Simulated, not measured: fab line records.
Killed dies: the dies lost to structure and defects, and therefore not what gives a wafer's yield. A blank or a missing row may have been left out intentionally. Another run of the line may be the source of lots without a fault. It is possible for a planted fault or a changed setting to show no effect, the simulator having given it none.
Problem report in the 8D (eight disciplines) form, filled by code || flow sky130 || the parts of the form that need people (team, actions taken, sign-off) are left out

== 1. WHAT IS WRONG ==
Wafers without a fault read 0.4001 Pa, standard deviation 0.0009; chamberPressurePa at SKY_CAP2M_SPUTTER_02 reads a mean of 0.4546 Pa on 6 wafers belonging to 2 lots. That is +61 standard deviations from the usual mean.
The step: material TiN, target thk 200 nm, time 166.7 s.
The first sign was on wafer L941.3 at day 45 22:49, on pvdSputter-03. At this step, 36 wafers from 12 lots have a number in the record. The rule behind "out" and "out of limits": a value lying over 4 standard deviations away from the usual mean. Any other wafer with a number is counted as sound.

== 2. WHAT THIS IS AND IS NOT ==
{"question": "which readings at this step", "is": "chamberPressurePa", "is not": "cathodeDcPowerW"}
{"question": "which lots", "is": "L941, L942", "is not": "L919, L920, L921, L922, L923, L924, L925, L927, L928, L929"}
{"question": "which wafers of those lots", "is": "all that have a number", "is not": "-"}
{"question": "read on which tools", "is": "pvdSputter-03", "is not": "pvdSputter-02, pvdSputter-04"}
{"question": "when", "is": "from day 45 22:49", "is not": "up to then (30 sound wafers)"}

== 3. SUSPECTS, AND WHAT RULES EACH OUT ==
Counting: a tool stays on the suspect list if, at a process step up to the reading, it processed all lots that are out and no sound lot following the first of them.
- pvdSputter-03 at SKY_CAP2M_SPUTTER_02 (material TiN, target thk 200 nm, time 166.7 s): kept. It ran every lot that is out, first L941 (day 45 22:49), and no sound lot after that; its last sound lot up to then is L928 (day 42 11:38). On those wafers its own readings are out: chamberPressurePa.
After counting, what remains is pvdSputter-03 at SKY_CAP2M_SPUTTER_02.

== 4. THE CAUSE (what the simulator had put in) ==
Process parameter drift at SKY_CAP2M_SPUTTER_02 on pvdSputter-03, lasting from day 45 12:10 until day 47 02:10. From 0.4, the setting chamberPressurePa moved by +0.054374. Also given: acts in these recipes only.
The count eliminated every tool but this one.

== 5. SEQUENCE OF EFFECTS, ordered by route ==
Each row: a reading where the mean over the struck wafers with a number is more than 3 standard deviations away from the usual. Only readings for which the record gives a usual standard deviation are gone through. hours: the time from each lot's start at the first step in this table that gives one to its start at this step, as a median over the lots. sigmas: the change in usual standard deviations.
{"hours": 0, "step": "SKY_CAP2M_SPUTTER_02", "reading": "chamberPressurePa", "usual": "0.4001 Pa", "on struck wafers": 0.4546, "change": "+0.0545", "sigmas": "+61"}
Its process steps:
- SKY_CAP2M_SPUTTER_02: material TiN, target thk 200 nm, time 166.7 s.

== 6. WHAT WOULD HAVE CAUGHT IT SOONER ==
The fault began at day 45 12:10; the first out-of-limits reading in this record came at day 45 22:49, 11 hours later.
